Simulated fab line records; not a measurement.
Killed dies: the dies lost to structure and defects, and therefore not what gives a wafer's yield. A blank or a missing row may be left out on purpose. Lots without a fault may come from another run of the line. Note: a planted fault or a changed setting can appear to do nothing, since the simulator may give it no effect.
Which tool did it? || flow gf180mcu || 39 wafers from 13 lots sampled at 5 of the route's 602 steps

WHAT THE GAUGES READ, wafer by wafer
GF_NWELL_OVL_MEAS_07.
{"lot": "L649", "measured": "day 3 10:38", "on": "overlay-01", "NWELL_OVL (nm)": "2.4 3.3 1.1"}
{"lot": "L650", "measured": "day 3 14:25", "on": "overlay-02", "NWELL_OVL (nm)": "0.8 0.8 1.3"}
{"lot": "L651", "measured": "day 3 19:55", "on": "overlay-02", "NWELL_OVL (nm)": "0.1 0.2 0.5"}
{"lot": "L652", "measured": "day 4 00:53", "on": "overlay-01", "NWELL_OVL (nm)": "1.5 1.9 3.7"}
{"lot": "L653", "measured": "day 4 06:08", "on": "overlay-02", "NWELL_OVL (nm)": "-1.6 -1.5 -3.1"}
{"lot": "L654", "measured": "day 4 13:14", "on": "overlay-01", "NWELL_OVL (nm)": "0.6 1.5 0.8"}
{"lot": "L656", "measured": "day 4 22:02", "on": "overlay-02", "NWELL_OVL (nm)": "-1.4 -0.9 -2.0"}
{"lot": "L659", "measured": "day 5 14:05", "on": "overlay-02", "NWELL_OVL (nm)": "1.5 1.3 1.0"}
{"lot": "L660", "measured": "day 5 19:49", "on": "overlay-01", "NWELL_OVL (nm)": "3.0 3.8 1.2"}
{"lot": "L665", "measured": "day 7 00:37", "on": "overlay-01", "NWELL_OVL (nm)": "0.6 0.2 -0.6"}
{"lot": "L666", "measured": "day 7 06:31", "on": "overlay-01", "NWELL_OVL (nm)": "1.2 1.1 1.0"}
{"lot": "L667", "measured": "day 7 11:31", "on": "overlay-01", "NWELL_OVL (nm)": "3.0 1.6 1.2"}
{"lot": "L671", "measured": "day 8 10:41", "on": "overlay-02", "NWELL_OVL (nm)": "0.1 -0.4 -0.1"}

GF_VT_IMPLANT_OVL_MEAS_40.
{"lot": "L649", "measured": "day 7 21:14", "on": "overlay-01", "VT_IMPLANT_03_OVL (nm)": "0.5 0.3 0.1"}
{"lot": "L650", "measured": "day 8 02:16", "on": "overlay-02", "VT_IMPLANT_03_OVL (nm)": "-0.4 -0.9 -0.1"}
{"lot": "L651", "measured": "day 8 09:41", "on": "overlay-02", "VT_IMPLANT_03_OVL (nm)": "0.3 -0.7 -2.1"}
{"lot": "L652", "measured": "day 8 15:50", "on": "overlay-02", "VT_IMPLANT_03_OVL (nm)": "-1.3 -0.8 0.0"}
{"lot": "L653", "measured": "day 8 20:29", "on": "overlay-01", "VT_IMPLANT_03_OVL (nm)": "1.2 3.1 2.3"}
{"lot": "L654", "measured": "day 9 05:41", "on": "overlay-01", "VT_IMPLANT_03_OVL (nm)": "1.5 -0.6 -1.4"}
{"lot": "L656", "measured": "day 9 20:02", "on": "overlay-01", "VT_IMPLANT_03_OVL (nm)": "1.4 1.4 -0.3"}
{"lot": "L659", "measured": "day 10 15:20", "on": "overlay-02", "VT_IMPLANT_03_OVL (nm)": "-1.9 -1.8 -2.5"}
{"lot": "L660", "measured": "day 10 19:11", "on": "overlay-01", "VT_IMPLANT_03_OVL (nm)": "-1.4 -1.1 -0.9"}
{"lot": "L665", "measured": "day 12 07:05", "on": "overlay-01", "VT_IMPLANT_03_OVL (nm)": "2.1 1.5 3.4"}
{"lot": "L666", "measured": "day 12 13:19", "on": "overlay-01", "VT_IMPLANT_03_OVL (nm)": "0.4 -0.2 1.3"}
{"lot": "L667", "measured": "day 12 20:47", "on": "overlay-02", "VT_IMPLANT_03_OVL (nm)": "-1.5 0.1 -2.1"}
{"lot": "L671", "measured": "day 13 23:47", "on": "overlay-02", "VT_IMPLANT_03_OVL (nm)": "0.6 -0.2 1.6"}

GF_POLY_GATE_CD_MEAS_10: the cd target is 280 nm.
{"lot": "L649", "measured": "day 9 15:28", "on": "cdSem-02", "cdNm (nm)": "280.4 280.3 280.8"}
{"lot": "L650", "measured": "day 9 20:55", "on": "cdSem-02", "cdNm (nm)": "281.1 280.6 279.3"}
{"lot": "L651", "measured": "day 10 02:59", "on": "cdSem-02", "cdNm (nm)": "280.1 280.7 281.6"}
{"lot": "L652", "measured": "day 10 08:59", "on": "cdSem-01", "cdNm (nm)": "279.5 279.3 279.0"}
{"lot": "L653", "measured": "day 10 13:55", "on": "cdSem-02", "cdNm (nm)": "278.8 279.9 279.7"}
{"lot": "L654", "measured": "day 11 00:35", "on": "cdSem-02", "cdNm (nm)": "278.5 279.3 279.9"}
{"lot": "L656", "measured": "day 11 16:53", "on": "cdSem-01", "cdNm (nm)": "277.9 277.7 278.7"}
{"lot": "L659", "measured": "day 12 11:44", "on": "cdSem-02", "cdNm (nm)": "280.7 279.9 279.2"}
{"lot": "L660", "measured": "day 12 15:29", "on": "cdSem-02", "cdNm (nm)": "277.4 278.8 278.0"}
{"lot": "L665", "measured": "day 14 05:55", "on": "cdSem-01", "cdNm (nm)": "279.3 279.6 278.3"}
{"lot": "L666", "measured": "day 14 15:04", "on": "cdSem-01", "cdNm (nm)": "321.9 321.4 321.4 322.0 321.7 321.4"}
{"lot": "L667", "measured": "day 14 21:37", "on": "cdSem-02", "cdNm (nm)": "279.8 280.5 281.3"}
{"lot": "L671", "measured": "day 16 03:32", "on": "cdSem-02", "cdNm (nm)": "279.0 279.0 279.3"}

TOOL THAT RAN EACH LOT (tool first, then ch and the chambers of the sampled wafers, then the start)
{"lot": "L649", "GF_NWELL_STRIP_10": "plasmaAsher-01 ch 0,1, day 3 10:58", "GF_POLY_GATE_EXPOSE_07": "krfScanner-01 ch 0, day 9 06:40"}
{"lot": "L650", "GF_NWELL_STRIP_10": "plasmaAsher-01 ch 0,1, day 3 14:46", "GF_POLY_GATE_EXPOSE_07": "krfScanner-02 ch 0, day 9 12:16"}
{"lot": "L651", "GF_NWELL_STRIP_10": "plasmaAsher-01 ch 0,1, day 3 20:16", "GF_POLY_GATE_EXPOSE_07": "krfScanner-02 ch 0, day 9 18:01"}
{"lot": "L652", "GF_NWELL_STRIP_10": "plasmaAsher-01 ch 0,1, day 4 01:14", "GF_POLY_GATE_EXPOSE_07": "krfScanner-02 ch 0, day 10 00:13"}
{"lot": "L653", "GF_NWELL_STRIP_10": "plasmaAsher-01 ch 0,1, day 4 06:29", "GF_POLY_GATE_EXPOSE_07": "krfScanner-01 ch 0, day 10 04:53"}
{"lot": "L654", "GF_NWELL_STRIP_10": "plasmaAsher-04 ch 0,1, day 4 13:34", "GF_POLY_GATE_EXPOSE_07": "krfScanner-02 ch 0, day 10 15:31"}
{"lot": "L656", "GF_NWELL_STRIP_10": "plasmaAsher-03 ch 0,1, day 4 22:22", "GF_POLY_GATE_EXPOSE_07": "krfScanner-02 ch 0, day 11 07:42"}
{"lot": "L659", "GF_NWELL_STRIP_10": "plasmaAsher-03 ch 0,1, day 5 14:25", "GF_POLY_GATE_EXPOSE_07": "krfScanner-01 ch 0, day 12 01:47"}
{"lot": "L660", "GF_NWELL_STRIP_10": "plasmaAsher-03 ch 0,1, day 5 20:10", "GF_POLY_GATE_EXPOSE_07": "krfScanner-01 ch 0, day 12 05:52"}
{"lot": "L665", "GF_NWELL_STRIP_10": "plasmaAsher-04 ch 0,1, day 7 00:58", "GF_POLY_GATE_EXPOSE_07": "krfScanner-02 ch 0, day 13 19:45"}
{"lot": "L666", "GF_NWELL_STRIP_10": "plasmaAsher-01 ch 0,1, day 7 06:52", "GF_POLY_GATE_EXPOSE_07": "krfScanner-02 ch 0, day 14 04:20"}
{"lot": "L667", "GF_NWELL_STRIP_10": "plasmaAsher-03 ch 0,1, day 7 11:52", "GF_POLY_GATE_EXPOSE_07": "krfScanner-01 ch 0, day 14 11:18"}
{"lot": "L671", "GF_NWELL_STRIP_10": "plasmaAsher-03 ch 0,1, day 8 11:01", "GF_POLY_GATE_EXPOSE_07": "krfScanner-02 ch 0, day 15 16:28"}
- GF_NWELL_STRIP_10: strips in O2/N2.
- GF_POLY_GATE_EXPOSE_07: exposes mask Poly2, target cd 280 nm.

WHAT THE TOOLS THEMSELVES READ (means of the sampled wafers that have a number; where no wafer has one, the mark that the record gives instead)
GF_NWELL_STRIP_10.
{"lot": "L649", "tool": "plasmaAsher-01", "drypumpMotorCurrentA (A)": 5.37, "heaterPowerW (W)": 341, "oesProductAu (a.u.)": 0.721, "stripTimeToEndpointS (s)": 36.82}
{"lot": "L650", "tool": "plasmaAsher-01", "drypumpMotorCurrentA (A)": 5.36, "heaterPowerW (W)": 349, "oesProductAu (a.u.)": 0.723, "stripTimeToEndpointS (s)": 37.16}
{"lot": "L651", "tool": "plasmaAsher-01", "drypumpMotorCurrentA (A)": 5.46, "heaterPowerW (W)": 364, "oesProductAu (a.u.)": 0.724, "stripTimeToEndpointS (s)": 37.00}
{"lot": "L652", "tool": "plasmaAsher-01", "drypumpMotorCurrentA (A)": 5.36, "heaterPowerW (W)": 349, "oesProductAu (a.u.)": 0.721, "stripTimeToEndpointS (s)": 36.99}
{"lot": "L653", "tool": "plasmaAsher-01", "drypumpMotorCurrentA (A)": 5.35, "heaterPowerW (W)": 349, "oesProductAu (a.u.)": 0.721, "stripTimeToEndpointS (s)": 37.09}
{"lot": "L654", "tool": "plasmaAsher-04", "drypumpMotorCurrentA (A)": 5.52, "heaterPowerW (W)": 322, "oesProductAu (a.u.)": 0.721, "stripTimeToEndpointS (s)": 37.09}
{"lot": "L656", "tool": "plasmaAsher-03", "drypumpMotorCurrentA (A)": 5.60, "heaterPowerW (W)": 295, "oesProductAu (a.u.)": 0.723, "stripTimeToEndpointS (s)": 36.90}
{"lot": "L659", "tool": "plasmaAsher-03", "drypumpMotorCurrentA (A)": 5.56, "heaterPowerW (W)": 298, "oesProductAu (a.u.)": 0.716, "stripTimeToEndpointS (s)": 36.97}
{"lot": "L660", "tool": "plasmaAsher-03", "drypumpMotorCurrentA (A)": 5.64, "heaterPowerW (W)": 309, "oesProductAu (a.u.)": 0.727, "stripTimeToEndpointS (s)": 36.98}
{"lot": "L665", "tool": "plasmaAsher-04", "drypumpMotorCurrentA (A)": 5.54, "heaterPowerW (W)": 319, "oesProductAu (a.u.)": 0.723, "stripTimeToEndpointS (s)": 37.01}
{"lot": "L666", "tool": "plasmaAsher-01", "drypumpMotorCurrentA (A)": 5.36, "heaterPowerW (W)": 348, "oesProductAu (a.u.)": 0.724, "stripTimeToEndpointS (s)": 36.93}
{"lot": "L667", "tool": "plasmaAsher-03", "drypumpMotorCurrentA (A)": 5.61, "heaterPowerW (W)": 295, "oesProductAu (a.u.)": 0.722, "stripTimeToEndpointS (s)": 37.01}
{"lot": "L671", "tool": "plasmaAsher-03", "drypumpMotorCurrentA (A)": 5.59, "heaterPowerW (W)": 297, "oesProductAu (a.u.)": 0.719, "stripTimeToEndpointS (s)": 37.09}

THE ANSWER, worked out from the rows above alone
Rule: what is usual is taken from the lots themselves. The widest of any qualifying gaps counts: lots, ordered by their means at a reading, are off when they make up no more than a third of the lots, leave a main group of 4 or more, and stand apart from it by 3 or more times the standard deviation of that group's means. A main group whose means are all the same, to the digits that the tables above print for the reading, isn't used. A lot without any number at a reading at which 4 lots or more have one is off too. All remaining lots with rows at the step are treated as sound. First the gauges in route order, then the tools' own readings, where a lot's mean is used as printed above. The first step at which some lot is off is used, and at that step the reading that is off furthest; a lot without a number counts as furthest.
Off, at GF_POLY_GATE_CD_MEAS_10 on cdNm: L666. For the main group the mean is 279.5 nm and the standard deviation 0.87.
If a tool, at a process step before that reading, ran all the lots that are off and no sound lot after the first of them, it fits. Those tools and the gauges at GF_POLY_GATE_CD_MEAS_10 are tried in the same way. 2 tools fit, plasmaAsher-01 at GF_NWELL_STRIP_10 and cdSem-01 at GF_POLY_GATE_CD_MEAS_10, so this cannot tell which one it is.

WHAT HAD BEEN PUT IN BY THE SIMULATOR
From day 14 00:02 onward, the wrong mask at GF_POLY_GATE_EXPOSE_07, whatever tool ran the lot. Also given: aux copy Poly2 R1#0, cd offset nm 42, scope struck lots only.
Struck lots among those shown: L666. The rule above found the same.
